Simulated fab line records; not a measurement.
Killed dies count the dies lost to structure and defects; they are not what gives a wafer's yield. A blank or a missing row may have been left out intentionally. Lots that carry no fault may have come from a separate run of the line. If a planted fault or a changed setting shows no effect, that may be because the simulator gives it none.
Matching of chambers || flow sky130 || 3 sister chambers for SKY_PASSIVATION_CVD_02 on pecvd-01
The step deposits Si3N4, target thk 540 nm. 16 wafers are shown with their chamber, then 8 later ones without.

EACH WAFER AND ITS CHAMBER
{"wafer": "L076.1", "chamber": 2, "heater_power_w (W)": 684}
{"wafer": "L076.2", "chamber": 0, "heater_power_w (W)": 761}
{"wafer": "L076.6", "chamber": 2, "heater_power_w (W)": 717}
{"wafer": "L079.2", "chamber": 0, "heater_power_w (W)": 791}
{"wafer": "L079.3", "chamber": 1, "heater_power_w (W)": 792}
{"wafer": "L079.5", "chamber": 2, "heater_power_w (W)": 779}
{"wafer": "L087.1", "chamber": 0, "heater_power_w (W)": 837}
{"wafer": "L087.2", "chamber": 1, "heater_power_w (W)": 780}
{"wafer": "L087.3", "chamber": 2, "heater_power_w (W)": 813}
{"wafer": "L087.4", "chamber": 0, "heater_power_w (W)": 863}
{"wafer": "L087.5", "chamber": 2, "heater_power_w (W)": 639}
{"wafer": "L087.6", "chamber": 1, "heater_power_w (W)": 630}
{"wafer": "L089.3", "chamber": 0, "heater_power_w (W)": 813}
{"wafer": "L089.5", "chamber": 0, "heater_power_w (W)": 825}
{"wafer": "L089.6", "chamber": 2, "heater_power_w (W)": 783}
{"wafer": "L093.3", "chamber": 0, "heater_power_w (W)": 859}

SIGNATURES (means of the wafers above)
{"reading": "heater_power_w", "chamber 0": 821.29, "chamber 1": 734.00, "chamber 2": 735.83, "scatter within a chamber": 60}
Rule: a wafer's distance from a chamber is the root of the sum, over the readings, of the square of ((its reading less the chamber's mean) divided by the reading's scatter). The wafer belongs to the nearest chamber; if the next one is less than 2 further off, it can't be placed. The scatter: take each reading less its chamber's mean, square it, sum over the shown wafers, divide by the number of wafers less the number of chambers, and take the root.

WAFERS WITH NO CHAMBER GIVEN
{"wafer": "L093.4", "heater_power_w (W)": 807}
{"wafer": "L093.6", "heater_power_w (W)": 790}
{"wafer": "L095.1", "heater_power_w (W)": 843}
{"wafer": "L095.5", "heater_power_w (W)": 649}
{"wafer": "L095.6", "heater_power_w (W)": 654}
{"wafer": "L097.1", "heater_power_w (W)": 749}
{"wafer": "L097.4", "heater_power_w (W)": 739}
{"wafer": "L097.5", "heater_power_w (W)": 719}

WHICH CHAMBER EACH ONE RAN IN
{"wafer": "L093.4", "from the rows above": "can't be placed: 0 or 2 or 1", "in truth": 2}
{"wafer": "L093.6", "from the rows above": "can't be placed: 0 or 2 or 1", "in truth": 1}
{"wafer": "L095.1", "from the rows above": "can't be placed: 0 or 2 or 1", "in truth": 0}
{"wafer": "L095.5", "from the rows above": "can't be placed: 1 or 2 or 0", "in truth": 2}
{"wafer": "L095.6", "from the rows above": "can't be placed: 1 or 2 or 0", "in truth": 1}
{"wafer": "L097.1", "from the rows above": "can't be placed: 2 or 1 or 0", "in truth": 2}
{"wafer": "L097.4", "from the rows above": "can't be placed: 2 or 1 or 0", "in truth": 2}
{"wafer": "L097.5", "from the rows above": "can't be placed: 1 or 2 or 0", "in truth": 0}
Correct placement for 0 of the 8. Can't be placed from these rows: 8 (the true chamber is among the candidates in 8). Wrongly placed: 0.
